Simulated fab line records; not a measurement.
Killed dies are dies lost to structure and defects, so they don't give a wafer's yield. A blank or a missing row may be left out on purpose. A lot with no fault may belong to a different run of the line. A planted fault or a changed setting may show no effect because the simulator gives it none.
Chamber matching ; flow sky130 ; 4 sister chambers for SKY_VIA1_ETCH_14 on rieDiel-02
The step etches BARC in N2/H2, stops on SiO2, time 45.9 s, target depth 60 nm. 4 wafers are shown with their chamber, then 7 later ones without.

## EACH WAFER AND ITS CHAMBER
wafer;chamber;oesProductAu (a.u.)
L087.1;2;0.856
L087.3;0;0.854
L089.1;3;0.855
L089.2;1;0.850

## WAFERS MISSING THEIR CHAMBER
wafer;oesProductAu (a.u.)
L089.4;0.852
L092.1;0.853
L092.2;0.849
L092.3;0.845
L092.4;0.856
L092.5;0.852
L092.6;0.856

## CHAMBER TAKEN BY EACH
wafer;from the rows above;in truth
L089.4;can't be placed: 0 or 1 or 3 or 2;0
L092.1;can't be placed: 0 or 3 or 1 or 2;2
L092.2;can't be placed: 1 or 0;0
L092.3;can't be placed: 1 or 0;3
L092.4;can't be placed: 2 or 3 or 0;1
L092.5;can't be placed: 0 or 1 or 3 or 2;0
L092.6;can't be placed: 2 or 3 or 0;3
Correct placement for 0 of the 7. Not placeable from these rows: 7 (in 5, the candidates include the true chamber). Placed wrongly: 0.
How it was worked out, from the rows above alone: a wafer's distance from a chamber is the root of the sum, over the readings, of the square of ((its reading less the chamber's mean) divided by the reading's scatter). If the next closest chamber is less than 2 further off than the closest, the wafer can't be placed; otherwise it belongs to the closest. Each chamber's mean is taken over the wafers shown for it. The scatter (one wafer shown for each chamber): square how far every hidden wafer sits from the nearest shown wafer, average those squares and take the square root.
